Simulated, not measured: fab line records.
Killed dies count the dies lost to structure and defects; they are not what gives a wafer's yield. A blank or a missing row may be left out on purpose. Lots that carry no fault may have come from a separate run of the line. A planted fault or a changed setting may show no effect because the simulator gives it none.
A single fault, viewed from 2 desks :: flow sky130 :: numbers are kept per desk, each desk with only its own; the story behind them comes last

METROLOGY DESK
Lot by lot, what the gauges showed, no matter which tool ran the lot: averages of those sampled wafers that carry a number. If a lot's mean is further than 4 standard deviations from the usual mean, the lot is out of limits and carries the mark OUT (the distance appears in the brackets).
Columns: A = cd_nm at SKY_VIA1_CD_MEAS_12, usual 149.9 nm; B = VIA3_W_RS at SKY_VIA3_RS_MEAS_22, usual 0.290 ohm/sq; C = VIA3_W_THK at SKY_VIA3_THK_MEAS_23, usual 390 nm
lot: L102
first seen here: day 34 01:44
A: 151.6
B: 0.291
C: 394

lot: L105
first seen here: day 34 22:22
A: 151.3
B: 0.288
C: 386

lot: L106
first seen here: day 35 07:17
A: 148.4
B: 0.296
C: 378

lot: L107
first seen here: day 35 20:35
A: 150.0
B: 0.296
C: 385

lot: L108
first seen here: day 36 20:15
A: 152.4
B: 0.292
C: 380

lot: L111
first seen here: day 37 07:52
A: 148.9
B: 0.295
C: 389

lot: L112
first seen here: day 37 10:06
A: 154.4
B: 0.296
C: 388

lot: L113
first seen here: day 37 14:26
A: 148.1
B: 0.293
C: 383

lot: L118
first seen here: day 39 02:16
A: 149.3
B: 0.276
C: 404

lot: L125
first seen here: day 41 01:01
A: 151.0
B: 0.288
C: 396
This desk's finding: nothing out of limits on any of the 10 lots.

DESK OF THE TOOL OWNER: cvd_w-02
The tool's own readings at SKY_VIA3_CVD_21 (deposits W, target thk 390 nm, time 117.31 s): means of the sampled wafers that have a number, for each lot that ran on this tool. If a lot's mean is further than 4 standard deviations from the usual mean, the lot is out of limits and carries the mark OUT (the distance appears in the brackets).
Columns: A = heater_power_outer_w at SKY_VIA3_CVD_21, usual 522 W; B = heater_power_w at SKY_VIA3_CVD_21, usual 843 W; C = susceptor_temp_C at SKY_VIA3_CVD_21, usual 399.98 C
lot: L106
first seen here: day 40 23:16
A: 577
B: 886
C: 400.05

lot: L107
first seen here: day 41 10:54
A: 528
B: 846
C: 399.95

lot: L108
first seen here: day 42 08:25
A: 527
B: 835
C: 400.27

lot: L111
first seen here: day 42 17:46
A: 534
B: 843
C: 399.86

lot: L112
first seen here: day 42 21:08
A: 539
B: 847
C: 399.99

lot: L113
first seen here: day 43 01:34
A: 527
B: 852
C: 400.00

lot: L118
first seen here: day 44 09:20
A: 429
B: 764
C: 400.01
This desk's finding: nothing out of limits on any of the 7 lots.

BROUGHT TOGETHER
At the metrology desk, nothing out of limits was observed.
The tool owner's desk saw nothing out of limits.

WHAT THE SIMULATOR HAD INSERTED
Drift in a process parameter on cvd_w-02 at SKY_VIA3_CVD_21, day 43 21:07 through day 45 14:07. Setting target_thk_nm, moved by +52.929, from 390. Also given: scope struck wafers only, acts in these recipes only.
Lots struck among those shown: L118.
